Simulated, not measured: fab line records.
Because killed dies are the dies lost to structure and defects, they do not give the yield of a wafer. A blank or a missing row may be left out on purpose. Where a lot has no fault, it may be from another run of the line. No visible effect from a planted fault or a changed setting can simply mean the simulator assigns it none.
Matching of chambers / flow sky130 / 3 sister chambers for SKY_CONTACT_CVD_00 on pecvd-02
The step deposits Si3N4, target thk 75 nm. 14 wafers are shown with their chamber, then 7 later ones without.

== WAFERS WITH THEIR CHAMBER ==
wafer=L260.3; chamber=0; heater_power_w (W)=769
wafer=L260.5; chamber=1; heater_power_w (W)=692
wafer=L260.6; chamber=2; heater_power_w (W)=832
wafer=L267.1; chamber=0; heater_power_w (W)=692
wafer=L267.4; chamber=2; heater_power_w (W)=859
wafer=L267.6; chamber=1; heater_power_w (W)=699
wafer=L268.2; chamber=0; heater_power_w (W)=776
wafer=L268.3; chamber=1; heater_power_w (W)=676
wafer=L268.6; chamber=0; heater_power_w (W)=789
wafer=L275.2; chamber=2; heater_power_w (W)=865
wafer=L275.3; chamber=0; heater_power_w (W)=742
wafer=L275.5; chamber=2; heater_power_w (W)=693
wafer=L276.1; chamber=0; heater_power_w (W)=733
wafer=L276.2; chamber=1; heater_power_w (W)=723

SIGNATURES, as means of the wafers listed above
reading=heater_power_w; chamber 0=750.17; chamber 1=697.50; chamber 2=812.25; scatter within a chamber=49.5
Rule: a wafer's distance from a chamber is the root of the sum, over the readings, of the square of ((its reading less the chamber's mean) divided by the reading's scatter). If the next closest chamber is less than 2 further off than the closest, the wafer can't be placed; otherwise it belongs to the closest. The scatter is the square root of a quotient: the sum, over the shown wafers, of each reading's squared deviation from its chamber's mean, divided by wafers minus chambers.

== WAFERS MISSING THEIR CHAMBER ==
wafer=L276.4; heater_power_w (W)=725
wafer=L279.3; heater_power_w (W)=723
wafer=L279.4; heater_power_w (W)=710
wafer=L279.5; heater_power_w (W)=871
wafer=L280.3; heater_power_w (W)=698
wafer=L280.4; heater_power_w (W)=841
wafer=L280.5; heater_power_w (W)=781

== WHICH CHAMBER EACH WENT THROUGH ==
wafer=L276.4; from the rows above=can't be placed: 0 or 1 or 2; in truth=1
wafer=L279.3; from the rows above=can't be placed: 1 or 0 or 2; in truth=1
wafer=L279.4; from the rows above=can't be placed: 1 or 0 or 2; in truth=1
wafer=L279.5; from the rows above=can't be placed: 2 or 0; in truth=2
wafer=L280.3; from the rows above=can't be placed: 1 or 0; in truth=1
wafer=L280.4; from the rows above=can't be placed: 2 or 0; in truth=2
wafer=L280.5; from the rows above=can't be placed: 0 or 2 or 1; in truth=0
0 of 7 placed correctly. Unplaceable from these rows: 7, with the true chamber sitting among the candidates in 7. Number placed wrongly: 0.
